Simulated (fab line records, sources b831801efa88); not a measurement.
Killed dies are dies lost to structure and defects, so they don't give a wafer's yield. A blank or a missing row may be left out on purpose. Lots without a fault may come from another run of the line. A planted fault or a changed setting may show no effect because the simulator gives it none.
Which tool did it? | flow gf180mcu | 13 lots, 39 wafers sampled, at 4 steps of a route of 602

WHAT THE GAUGES READ, wafer by wafer
GF_POLY_GATE_THK_MEAS_17. Usual: POLY_GATE_OXIDATION_THK 4.02 nm, standard deviation 0.073.
lot  | measured     | on            | POLY_GATE_OXIDATION_THK (nm) | flag
L377 | day 9 19:55  | film_metro-02 | 4.09 4.02 3.99               |
L379 | day 10 15:01 | film_metro-01 | 3.99 4.09 4.09               |
L381 | day 11 05:50 | film_metro-02 | 4.16 4.17 4.14               |
L380 | day 11 05:51 | film_metro-03 | 3.98 3.91 4.01               |
L382 | day 11 15:44 | film_metro-03 | 3.93 3.92 3.96               |
L385 | day 12 08:58 | film_metro-03 | 4.11 4.08 3.98               |
L386 | day 12 18:20 | film_metro-01 | 3.95 3.93 3.94               |
L387 | day 12 20:05 | film_metro-02 | 4.04 4.00 4.11               |
L392 | day 14 03:48 | film_metro-02 | 4.05 4.05 4.10               |
L393 | day 14 11:32 | film_metro-03 | 3.85 3.91 3.90               |
L396 | day 15 11:55 | film_metro-01 | 3.97 4.04 4.01               |
L397 | day 15 18:02 | film_metro-02 | 4.06 4.03 4.05               |
L398 | day 16 05:03 | film_metro-03 | 4.09 4.04 4.05               |

GF_POLY_GATE_CD_MEAS_18. Usual: cd_nm 280.1 nm, standard deviation 2.
lot  | measured     | on        | cd_nm (nm)        | flag
L377 | day 9 19:58  | cd_sem-01 | 278.3 282.3 279.6 |
L379 | day 10 15:05 | cd_sem-02 | 276.1 279.5 282.6 |
L381 | day 11 05:54 | cd_sem-01 | 278.6 279.7 283.6 |
L380 | day 11 05:56 | cd_sem-02 | 282.0 281.8 280.0 |
L382 | day 11 15:48 | cd_sem-02 | 281.9 277.2 279.5 |
L385 | day 12 09:02 | cd_sem-01 | 277.9 281.4 281.1 |
L386 | day 12 18:25 | cd_sem-02 | 279.1 278.9 279.1 |
L387 | day 12 20:10 | cd_sem-02 | 281.2 282.0 277.5 |
L392 | day 14 03:52 | cd_sem-02 | 280.7 278.9 280.6 |
L393 | day 14 11:36 | cd_sem-01 | 276.0 279.6 278.0 |
L396 | day 15 11:58 | cd_sem-02 | 277.9 280.9 280.8 |
L397 | day 15 18:05 | cd_sem-01 | 281.1 282.8 281.7 |
L398 | day 16 05:13 | cd_sem-02 | 279.0 280.7 281.8 |

GF_HV_LDD_CD_MEAS_46: target cd 400 nm. Usual: cd_nm 399.1 nm, standard deviation 2.4.
lot  | measured     | on        | cd_nm (nm)                          | flag
L377 | day 12 22:13 | cd_sem-02 | 395.4 395.0 395.3                   |
L379 | day 13 20:01 | cd_sem-01 | 399.7 400.7 399.4                   |
L381 | day 14 14:28 | cd_sem-01 | 403.1 403.0 404.0                   |
L380 | day 14 14:38 | cd_sem-02 | 402.5 402.1 401.9                   |
L382 | day 15 01:46 | cd_sem-01 | 397.9 399.1 398.1                   |
L385 | day 15 20:08 | cd_sem-02 | 476.4 475.0 478.9 476.7 475.3 479.0 | OFF
L386 | day 16 07:08 | cd_sem-02 | 471.4 472.5 469.9 471.0 472.3 469.8 | OFF
L387 | day 16 09:22 | cd_sem-02 | 470.9 469.8 469.9 470.8 470.1 470.1 | OFF
L392 | day 17 20:34 | cd_sem-01 | 401.3 401.9 398.7                   |
L393 | day 18 06:58 | cd_sem-02 | 398.2 398.3 398.7                   |
L396 | day 19 08:43 | cd_sem-02 | 401.6 400.6 400.6                   |
L397 | day 19 15:25 | cd_sem-01 | 399.5 400.0 401.1                   |
L398 | day 20 03:58 | cd_sem-02 | 399.3 399.9 397.8                   |

WHICH TOOL RAN EACH LOT (tool, then ch and the chambers of the sampled wafers, then the start)
lot  | GF_HV_LDD_COAT_41
L377 | litho_track-03 ch 0, day 12 12:43
L379 | litho_track-03 ch 0, day 13 09:43
L381 | litho_track-03 ch 0, day 14 03:46
L380 | litho_track-01 ch 0, day 14 03:57
L382 | litho_track-03 ch 0, day 14 14:55
L385 | litho_track-03 ch 0, day 15 09:02
L386 | litho_track-03 ch 0, day 15 19:32
L387 | litho_track-03 ch 0, day 15 22:22
L392 | litho_track-04 ch 0, day 17 08:34
L393 | litho_track-01 ch 0, day 17 19:13
L396 | litho_track-03 ch 0, day 18 20:43
L397 | litho_track-04 ch 0, day 19 03:13
L398 | litho_track-03 ch 0, day 19 15:40
- GF_HV_LDD_COAT_41: resist thk 1000 nm.

WHAT THE TOOLS THEMSELVES READ (means of the sampled wafers that have a number; where no wafer has one, the mark that the record gives instead)
The record holds no such reading with a usual standard deviation.

THE ANSWER, worked out from the rows above alone
Rule: a lot is off if the mean of its wafers that have a number lies more than 3 standard deviations from the usual mean. A lot without any number at a reading at which 4 lots or more have one is off too. The other lots that the step has rows for count as sound. The gauges are gone through in route order, then the tools' own readings, and for those a lot's mean is taken as printed above. The first step at which some lot is off is used, and at that step the reading that is off furthest; a lot without a number counts as furthest.
Off: L385, L386, L387, at GF_HV_LDD_CD_MEAS_46 (cd_nm).
A tool fits if, at a process step before that reading, it ran every lot that is off, and no sound lot after the first of them. The gauges at GF_HV_LDD_CD_MEAS_46 are tried like those tools. None of those tried fits.

WHAT THE SIMULATOR HAD PUT IN
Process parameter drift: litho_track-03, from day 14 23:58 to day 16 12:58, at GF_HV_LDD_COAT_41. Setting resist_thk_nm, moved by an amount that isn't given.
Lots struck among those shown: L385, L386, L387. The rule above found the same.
